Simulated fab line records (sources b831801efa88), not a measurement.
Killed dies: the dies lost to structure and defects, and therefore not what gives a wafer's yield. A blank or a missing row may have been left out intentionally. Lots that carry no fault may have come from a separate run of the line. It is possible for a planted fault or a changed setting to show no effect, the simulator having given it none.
fab line records | flow sky130
record: lots: 5 wafers: 15 lastDay: 50
route steps=708 shown PWDE@48 NWELL@56 PAD_OPEN@708
lots that met no fault: taken from a fault-free run of the same line
startH: hours from the record's first day to the start of the lot's first wafer shown | waitH: hours since the lot's step before | " the same as in the row above | L1.1+2: a single row standing in for several wafers | - no value, or no start given | * or withheld: withheld | < > ~ a bound
route shown NAME@n: NAME is a module with steps in the file, n the number in the route of the first one | usual: mean and standard deviation over wafers with no fault | same: alike in all rows | chamber/n: place in a boat | sites: per-site readings | _std_site: the values' standard deviation | _edge_site: outer sites' mean less inner sites' | radiusMm: how far each site lies from the wafer's centre | mask NAME#n: copy n | behind: the tool/chamber that last shaped the wafer | hold: the reason the lot was held/the length of the hold in hours/how it ended | device: the n, p or np transistor that did not switch | end of line: at the end of the route, the tests of the same wafers | a step given without rows: its recipe and nothing more | killed: count of dies lost to structure and defects at first sort (not the wafer's yield) | map: shows each die of a wafer: x if killed, . if not, _ if none is there
set.NAME: the setting the step ran with; set.NAME@STEP: the setting that earlier step ran with | model.NAME: the simulator's own value behind a step, which no gauge read
lots at some steps of the route; a table a step, a row a wafer
services: the hour from which a tool's chamber was out of use, counted from the record's first day as startH (under 0 if before that day), plus the number of hours and why
== steps ==
step: SKY_PWDE_SOFTBAKE_03
recipe: tempC: 110 timeS: withheld
step: SKY_PWDE_EXPOSE_04
recipe: maskId: PWDEM na: 0.6 sourceShape: conventional sigmaOuter: 0.6 polarization: unpolarized targetCdNm: 840 doseMj: 214
step: SKY_PWDE_PEB_05
recipe: tempC: 115 timeS: withheld
step: SKY_PWDE_DEVELOP_06
recipe: wallAngleDeg: 90 developer: TMAH developTimeS: 60 devTempC: 23
step: SKY_PWDE_OVL_MEAS_07
usual: PWDE_OVL: 0.6/1.4
columns lot.wafer tool chamber startH waitH PWDE_OVL[nm]
L743.3 overlay-02 - 68.61 - -0.2
L743.4 " - " " -0.2
L743.5 " - " " 0.6
L748.2 overlay-02 - 96.84 - 3.1
L748.4 " - " " 1.0
L748.5 " - " " 2.6
L757.2 overlay-02 - 155.37 - 3.4
L757.5 " - " " 1.8
L757.6 " - " " 2.6
L759.1 overlay-01 - 159.24 - -0.7
L759.3 " - " " 1.3
L759.5 " - " " -0.5
L764.1 overlay-01 - 189.44 - -0.6
L764.4 " - " " -0.9
L764.5 " - " " -1.3
step: SKY_PWDE_IMPLANT_08
recipe: species: B energyKev: 150 doseCm2: 3.534e+12 tiltDeg: withheld
step: SKY_PWDE_STRIP_09
recipe: chemistry: O2/N2 powerW: 1400 pressureMtorr: 1500 platenTempC: withheld o2FlowSccm: 3000 n2FlowSccm: 300 overashFraction: 0.5
usual: drypumpMotorCurrentA: 5.6/0.33 o2FlowSccm: 2999/9.9 oesProductAu: 0.723/0.0041 stripTimeToEndpointS: 36.91/0.087
columns lot.wafer tool chamber startH waitH drypumpMotorCurrentA o2FlowSccm oesProductAu rfHoursCounterH stripTimeToEndpointS
L743.3 plasmaAsher-03 0 68.81 0.1 5.7 2992 0.719 - 36.94
L743.4 " 1 " " 6.1 3005 0.722 - 36.80
L743.5 " 0 " " 5.7 2995 0.718 - 37.00
L748.2 plasmaAsher-03 1 97.02 0.1 6.1 3002 0.722 41 36.91
L748.4 " 1 " " 6.1 3007 0.732 - 36.98
L748.5 " 1 " " 6.1 3021 0.724 - 37.06
L757.2 plasmaAsher-03 0 155.55 0.1 5.7 2995 0.727 4 37.00
L757.5 " 0 " " 5.7 2991 0.718 - 37.11
L757.6 " 1 " " 6.0 2992 0.721 - 37.05
L759.1 plasmaAsher-03 1 159.42 0.1 6.0 3006 0.720 4 36.93
L759.3 " 1 " " 6.0 2995 0.721 - 36.96
L759.5 " 0 " " 5.7 2995 0.723 - 36.80
L764.1 plasmaAsher-01 1 189.62 0.1 5.2 2982 0.719 48 36.85
L764.4 " 1 " " 5.2 2997 0.724 - 36.92
L764.5 " 1 " " 5.2 2992 0.722 - 36.93
step: SKY_PWDE_TW_MEAS_10
usual: PWDE_TW: 370.2/2.6
columns lot.wafer tool chamber startH waitH PWDE_TW
L743.3 filmMetro-03 - 68.90 0.1 366.4
L743.4 " - " " 368.5
L743.5 " - " " 365.7
L748.2 filmMetro-03 - 97.13 0.1 369.0
L748.4 " - " " 369.0
L748.5 " - " " 367.2
L757.2 filmMetro-02 - 155.66 0.1 373.3
L757.5 " - " " 371.4
L757.6 " - " " 373.4
L759.1 filmMetro-01 - 159.52 0.1 372.6
L759.3 " - " " 372.6
L759.5 " - " " 373.1
L764.1 filmMetro-03 - 189.72 0.1 367.2
L764.4 " - " " 366.9
L764.5 " - " " 367.5
step: SKY_NWELL_DEHYDRATE_03
recipe: tempC: 200 timeS: 60
step: SKY_NWELL_HMDS_04
recipe: primeTimeS: 60 primeTempC: 120
step: SKY_NWELL_COAT_05
recipe: spinRpm: 2000 resistThkNm: 3000
step: SKY_NWELL_SOFTBAKE_06
recipe: tempC: 110 timeS: withheld
step: SKY_NWELL_EXPOSE_07
recipe: maskId: NWM na: 0.6 sourceShape: conventional sigmaOuter: 0.6 polarization: unpolarized targetCdNm: 840 doseMj: 255
usual: focusOffsetNm: 0.0/0.5 stageVelMmS: 500.00/0.28
columns lot.wafer tool chamber startH waitH mask focusOffsetNm stageVelMmS
L743.3 ilineStepper-02 0 78.31 - NWM#0 0.6 500.03
L743.4 " 0 " " NWM#0 -0.1 499.86
L743.5 " 0 " " NWM#0 0.8 499.58
L748.2 ilineStepper-01 0 105.62 - NWM_R1#0 0.1 500.42
L748.4 " 0 " " NWM_R1#0 0.3 500.34
L748.5 " 0 " " NWM_R1#0 0.4 499.97
L757.2 ilineStepper-01 0 166.12 - NWM#0 -0.8 500.23
L757.5 " 0 " " NWM#0 -0.4 500.18
L757.6 " 0 " " NWM#0 -0.8 500.54
L759.1 ilineStepper-02 0 170.11 - NWM#0 -0.1 499.63
L759.3 " 0 " " NWM#0 -0.2 499.82
L759.5 " 0 " " NWM#0 -1.0 499.94
L764.1 ilineStepper-01 0 199.43 - NWM#0 0.4 499.70
L764.4 " 0 " " NWM#0 0.8 499.39
L764.5 " 0 " " NWM#0 0.4 499.31
step: SKY_NWELL_PEB_08
recipe: tempC: 115 timeS: withheld
step: SKY_PAD_OPEN_PROBE_99
usual: killed_at_M0_to_M3: 44/7.3 killed_at_M4_up: 3.3/1.8 killedAtContacts: 24/5.3 killedAtFrontEnd: 16/5 killedAtOther: 0.2/0.51 killedDies: 87/10 killedOpen: 47/7.5 killedShort: 40/6.3
same: grossDies: 492 killedAtBackSide: 0
columns lot.wafer tool chamber startH waitH killed_at_M0_to_M3 killed_at_M4_up killedAtContacts killedAtFrontEnd killedAtOther killedDies killedOpen killedShort model.etest.resNwell.widthNm model.etest.resIsoPwell.widthNm
L743.3 prober-02 - 1080.27 0.2 38 3 23 14 0 78 36 42 834 2628
L743.4 prober-02 - 1080.32 0.2 47 2 18 19 0 86 46 40 837.9 2639
L743.5 prober-02 - 1080.37 0.2 42 4 26 18 0 90 39 51 838.7 2648
L748.2 prober-01 - 1119.40 0.1 41 3 21 22 0 87 46 41 793.8 2675
L748.4 prober-01 - 1119.50 0.2 34 4 15 8 0 61 37 24 792.9 2683
L748.5 prober-01 - 1119.55 0.2 43 7 28 12 0 90 42 48 800 2665
L757.2 prober-02 - 1167.50 0.1 44 4 22 14 2 86 46 39 846.2 2641
L757.5 prober-02 - 1167.65 0.2 38 3 22 21 1 85 43 42 846.8 2624
L757.6 prober-02 - 1167.70 0.2 58 3 20 16 0 97 56 41 844.2 2634
L759.1 prober-02 - 1176.25 0.1 52 4 23 6 1 86 45 41 842.2 2650
L759.3 prober-02 - 1176.35 0.2 42 4 38 8 0 92 54 38 835.8 2645
L759.5 prober-02 - 1176.45 0.2 39 4 28 9 0 80 50 30 848.7 2643
L764.1 prober-01 - 1199.89 0.1 41 3 17 7 0 68 37 31 848.4 2641
L764.4 prober-01 - 1200.04 0.2 40 5 21 12 0 78 38 40 844.2 2646
L764.5 prober-01 - 1200.09 0.2 46 4 30 10 0 90 53 37 847.9 2644
killed by level:class
L743.3 LI_CONTACT:geometricParticle:open=8 FIELD_ISO:geometricParticle:short=7 CONTACT:geometricParticle:short=6 VIA1:geometricParticle:short=6 VIA1:geometricParticle:open=6 VIA2:geometricParticle:short=6 METAL2:geometricParticle:short=5 CONTACT:geometricParticle:open=4
L743.4 CONTACT:geometricParticle:open=10 VIA1:geometricParticle:open=9 METAL1:geometricParticle:short=8 VIA3:geometricParticle:short=7 VIA3:geometricParticle:open=6 METAL2:geometricParticle:short=5 FIELD_ISO:geometricParticle:open=4 VIA2:geometricParticle:open=4
L743.5 FIELD_ISO:geometricParticle:short=10 VIA2:geometricParticle:open=8 CONTACT:geometricParticle:short=8 VIA3:geometricParticle:open=8 CONTACT:geometricParticle:open=7 VIA1:geometricParticle:open=6 FIELD_ISO:geometricParticle:open=5 LI_CONTACT:geometricParticle:short=5
L748.2 VIA1:geometricParticle:open=12 POLY_GATE:geometricParticle:short=8 VIA3:geometricParticle:open=8 METAL2:geometricParticle:short=7 LI_CONTACT:geometricParticle:open=6 CONTACT:geometricParticle:open=6 FIELD_ISO:geometricParticle:open=4 CONTACT:geometricParticle:short=4
L748.4 VIA1:geometricParticle:open=10 VIA3:geometricParticle:open=8 CONTACT:geometricParticle:open=5 METAL2:geometricParticle:short=5 FIELD_ISO:geometricParticle:short=4 LI_CONTACT:geometricParticle:open=4 CONTACT:geometricParticle:short=4 METAL1:geometricParticle:short=3
L748.5 CONTACT:geometricParticle:open=10 LI_CONTACT:geometricParticle:open=7 VIA1:geometricParticle:short=7 METAL1:geometricParticle:short=6 VIA1:geometricParticle:open=6 METAL2:geometricParticle:short=6 VIA2:geometricParticle:open=6 POLY_GATE:geometricParticle:short=5
L757.2 VIA3:geometricParticle:open=10 VIA1:geometricParticle:open=8 VIA3:geometricParticle:short=7 LI_CONTACT:geometricParticle:open=6 CONTACT:geometricParticle:open=6 METAL1:geometricParticle:short=6 VIA2:geometricParticle:open=4 FIELD_ISO:geometricParticle:open=3
L757.5 VIA1:geometricParticle:open=9 LI_CONTACT:geometricParticle:open=7 CONTACT:geometricParticle:open=7 POLY_GATE:geometricParticle:short=6 METAL1:geometricParticle:short=6 FIELD_ISO:geometricParticle:short=5 POLY_GATE:geometricParticle:open=5 VIA3:geometricParticle:short=4
L757.6 VIA1:geometricParticle:open=13 CONTACT:geometricParticle:open=9 VIA3:geometricParticle:open=8 METAL1:geometricParticle:short=7 VIA1:geometricParticle:short=7 VIA2:geometricParticle:open=7 METAL2:geometricParticle:short=7 FIELD_ISO:geometricParticle:open=5
L759.1 VIA3:geometricParticle:open=10 VIA2:geometricParticle:open=10 METAL1:geometricParticle:short=9 CONTACT:geometricParticle:open=9 METAL3:geometricParticle:short=6 LI_CONTACT:geometricParticle:open=5 CONTACT:geometricParticle:short=5 VIA1:geometricParticle:open=5
L759.3 CONTACT:geometricParticle:open=15 VIA1:geometricParticle:open=11 LI_CONTACT:geometricParticle:open=9 VIA2:geometricParticle:open=6 METAL3:geometricParticle:short=5 LOCAL_INTERCONNECT:geometricParticle:short=5 METAL2:geometricParticle:short=5 CONTACT:geometricParticle:short=4
L759.5 VIA1:geometricParticle:open=12 LI_CONTACT:geometricParticle:open=11 CONTACT:geometricParticle:open=6 VIA2:geometricParticle:open=6 VIA3:geometricParticle:open=5 LOCAL_INTERCONNECT:geometricParticle:short=4 VIA1:geometricParticle:short=4 VIA3:geometricParticle:short=4
L764.1 CONTACT:geometricParticle:open=7 METAL2:geometricParticle:short=7 METAL1:geometricParticle:short=6 VIA1:geometricParticle:open=6 CONTACT:geometricParticle:short=4 VIA2:geometricParticle:open=4 VIA3:geometricParticle:open=4 FIELD_ISO:geometricParticle:open=3
L764.4 VIA3:geometricParticle:open=10 CONTACT:geometricParticle:open=7 VIA1:geometricParticle:open=7 METAL1:geometricParticle:short=6 FIELD_ISO:geometricParticle:short=5 LI_CONTACT:geometricParticle:open=5 LOCAL_INTERCONNECT:geometricParticle:short=5 METAL2:geometricParticle:short=5
L764.5 CONTACT:geometricParticle:open=11 VIA3:geometricParticle:open=9 VIA1:geometricParticle:open=8 LI_CONTACT:geometricParticle:open=7 VIA2:geometricParticle:open=7 LOCAL_INTERCONNECT:geometricParticle:short=6 VIA1:geometricParticle:short=6 FIELD_ISO:geometricParticle:open=5
== services ==
columns tool chamber startH hours kind
ilineStepper-01 - 72.34 7.9 repair
plasmaAsher-03 - 104.93 4.3 pm
plasmaAsher-03 - 109.26 9.0 pm
plasmaAsher-03 0 109.26 9.0 ventCycle
plasmaAsher-03 1 109.26 9.0 ventCycle
plasmaAsher-03 0 118.26 - clean
plasmaAsher-03 1 118.26 - clean
ilineStepper-01 - 125.92 1.7 pm
ilineStepper-02 - 131.92 4.4 pm
plasmaAsher-01 - 145.38 26.5 repair
plasmaAsher-03 - 161.29 8.1 repair
== key ==
firstSign: step: SKY_NWELL_EXPOSE_07 reading: mask direction: changed
effect none on later readings
modelEffect: step: SKY_PAD_OPEN_PROBE_99 value: etest.resNwell.widthNm without: 837.5 struck: 795.6
metAt SKY_NWELL_EXPOSE_07
struckWafers L748.2,L748.4,L748.5
testerLeftOut L748
fault: kind: wrongMask tool: any chamber: - onsetH: 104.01 steps: SKY_NWELL_EXPOSE_07 auxCopy: NWM_R1#0 cdOffsetNm: -42 scope: struckLotsOnly
testerLeftOut: of these lots the tester's yield and bins aren't shown, on N5 and GAA mostly nor the transistor test; their killed dies are dies lost to structure and defects alone, not to doping, threshold or leakage, so they don't give the yield
